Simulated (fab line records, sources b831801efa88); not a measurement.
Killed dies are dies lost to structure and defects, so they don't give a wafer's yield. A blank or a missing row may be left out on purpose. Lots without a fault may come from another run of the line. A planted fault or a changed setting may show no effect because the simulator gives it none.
One fault seen from 2 desks | flow sfq_line | each desk has only its own numbers; what lay behind them comes last

THE METROLOGY DESK
What the gauges read, lot by lot, whatever tool the lot ran on: means of the sampled wafers that have a number. A lot is out of limits, marked OUT, if its mean lies more than 4 standard deviations from the usual mean; the brackets give that distance.
Columns: A = M7_OVL at SFQ_M7_OVL_MEAS_945, usual 1 nm; B = I7_BOW at SFQ_I7_BOW_MEAS_946, usual 3 um; C = I7_OVL at SFQ_I7_OVL_MEAS_947, usual 1 nm
lot  | first seen here | A  | B  | C
L749 | day 71 06:44    | 7  | 9  | -3
L761 | day 81 21:27    | -5 | -6 | 4
L763 | day 82 06:45    | 3  | 7  | -7
L765 | day 82 15:52    | 1  | 11 | -4
L766 | day 82 18:17    | 9  | 17 | 1
L769 | day 83 16:40    | -5 | 35 | -4
This desk's finding: nothing out of limits on any of the 6 lots.

THE TOOL OWNER'S DESK: litho_track-04
The tool's own readings at SFQ_TRILAYER_I7_VIA_LITHO_COAT_192 (resist thk 62 nm): means of the sampled wafers that have a number, for each lot that ran on this tool. A lot is out of limits, marked OUT, if its mean lies more than 4 standard deviations from the usual mean; the brackets give that distance.
Columns: A = spin_speed_rpm at SFQ_TRILAYER_I7_VIA_LITHO_COAT_192, usual 3000.0 rpm
lot  | first seen here | A
L749 | day 71 12:08    | 2999.7
L761 | day 82 03:55    | 3001.4
L763 | day 82 14:17    | 3214.1 (+99 or more) OUT
L766 | day 83 07:29    | 3212.9 (+99 or more) OUT
This desk's finding: out of limits on L763, L766; first on L763, day 82 14:17 (spin_speed_rpm at SFQ_TRILAYER_I7_VIA_LITHO_COAT_192). In limits: L749, L761.

PUT TOGETHER
The tool owner's desk could have raised an alarm at day 82 14:17, on L763, L766.
The metrology desk saw nothing out of limits.
The metrology desk has L763, L766 on record, within its limits.
Of the lots named, all ran SFQ_TRILAYER_I7_VIA_LITHO_COAT_192 on litho_track-04.

WHAT THE SIMULATOR HAD PUT IN
Process parameter drift: litho_track-04, from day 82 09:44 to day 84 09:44, at SFQ_TRILAYER_I7_VIA_LITHO_COAT_192. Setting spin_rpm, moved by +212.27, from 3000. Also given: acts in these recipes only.
Lots struck among those shown: L763, L766.
Hours from the fault's start to each desk's first reading out of limits: the tool owner's desk, 5.
